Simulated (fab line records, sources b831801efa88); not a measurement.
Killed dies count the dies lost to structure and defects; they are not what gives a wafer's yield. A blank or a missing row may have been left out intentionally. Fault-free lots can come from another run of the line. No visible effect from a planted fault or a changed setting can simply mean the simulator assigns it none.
A lot that was struck, set against a sound lot :: flow gf180mcu :: 15 steps out of a route of 602
Sound: the wafers L452.2, L452.4, L452.6. Wafers struck: L455.3, L455.5, L455.6. The cause is given at the end.
At each step with rows: each side's tool, then ch and its chambers, then its first start. Under that, the readings that differ: sound wafers :: struck wafers :: difference of the means :: sigmas: that difference in standard deviations of wafers without a fault.
alike: words and numbers the same on both sides, and readings whose means are apart by under 2 such deviations; not compared: readings that were withheld, readings missing a value for some wafer, numbers with overlapping values and no deviation given by the record, and bounds like >300 which may hide the same value.
Wherever a step has rows on one side only, a row that says differs or no value, or a row with sigmas, the two part there. When numbers do not overlap yet have no deviation, they are printed without sigmas and do not part them. A reading that every wafer of one side lacks parts them only if that side has two wafers or more.

GF_V5_OVL_MEAS_15:
  sound on overlay-02, day 29 08:49; struck on overlay-01, day 30 06:52
  alike: V5_OVL
GF_V5_ETCH_16: etches BARC in N2/H2.
  sound on rie_diel-02 ch 0,3, day 29 08:50; struck on rie_diel-04 ch 1,2,3, day 30 06:53
  alike: bias_w, drypump_motor_current_A, n2_flow_sccm, oes_product_au, throttle_valve_pct
then, 1 step without rows for these wafers: GF_V5_ETCH_17 (etches SiO2 in C4F8/O2/Ar, stops on TiN, target depth 855 nm).
GF_V5_STRIP_18: strips in O2/N2.
  sound on plasma_asher-04 ch 0,1, day 29 08:59; struck on plasma_asher-02 ch 0,1, day 30 07:05
  alike: drypump_motor_current_A, heater_power_w, n2_flow_sccm, oes_product_au
  not compared: rf_hours_counter_h
then, 2 steps without rows for these wafers: GF_V5_STRIP_19 (strips in post etch residue remover, time 1200 s); GF_V5_CLEAN_20 (cleans in DIW).
GF_V5_SPUTTER_21: material Ti, target thk 15 nm, time 80.02 s.
  sound on pvd_sputter-01, day 29 09:34; struck on pvd_sputter-01, day 30 07:35
  alike: chamber_pressure_pa, throttle_valve_pct
then, 2 steps without rows for these wafers: GF_V5_SPUTTER_22 (material TiN, target thk 10 nm, time 40 s); GF_V5_CVD_23 (deposits W, target thk 350 nm, time 104.9 s).
GF_V5_RS_MEAS_24: the measuring method here is four-point-probe.
  sound on film_metro-03, day 29 09:48; struck on film_metro-01, day 30 07:50
  alike: V5_W_RS
GF_V5_THK_MEAS_25: measures by xrf.
  sound on film_metro-03, day 29 09:55; struck on film_metro-01, day 30 07:56
  alike: V5_W_THK
GF_V5_CMP_26: polishes, stops on SiO2, t overpolish 15.74 s, target thk 0 nm.
  sound on cmp-02 ch 0,1, day 29 10:01; struck on cmp-02 ch 2,3, day 30 08:01
  alike: motor_current_A, overpolish_run_s, time_to_endpoint_s
GF_TOP_METAL_SPUTTER_00: material Ti, target thk 37.5 nm, time 150 s.
  sound on pvd_sputter-01, day 29 10:16; struck on pvd_sputter-02, day 30 08:16
reading: chamber_pressure_pa (Pa)
sound: 1.998 1.996 2.002
struck: 1.620 1.621 1.619
difference: -0.379
sigmas: -97

reading: throttle_valve_pct (%)
sound: 30.2 28.9 28.8
struck: 32.5 34.3 32.4
difference: +3.8
sigmas: +4

reading: model.Ti_of_TOP_METAL_SPUTTER_00.thk_nm (nm)
sound: 37.65 37.26 37.47
struck: 41.83 41.69 41.37
difference: +4.17
sigmas: 
GF_TOP_METAL_SPUTTER_01: material TiN, target thk 30 nm, time 25 s.
  sound on pvd_sputter-01, day 29 10:22; struck on pvd_sputter-02, day 30 08:22
  alike: chamber_pressure_pa, throttle_valve_pct
GF_PASSIVATION_PROBE_99:
  the record has rows for the sound wafers here (prober-02, day 31 02:40) and none for the struck ones

== WHERE THEY PART ==
At GF_TOP_METAL_SPUTTER_00 first; at GF_PASSIVATION_PROBE_99 last (within this record only).

WHY: what the simulator had put in
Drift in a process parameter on pvd_sputter-02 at GF_TOP_METAL_SPUTTER_00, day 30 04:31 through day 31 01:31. A move of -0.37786 in setting chamber_pressure_pa, from 2. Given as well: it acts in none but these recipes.
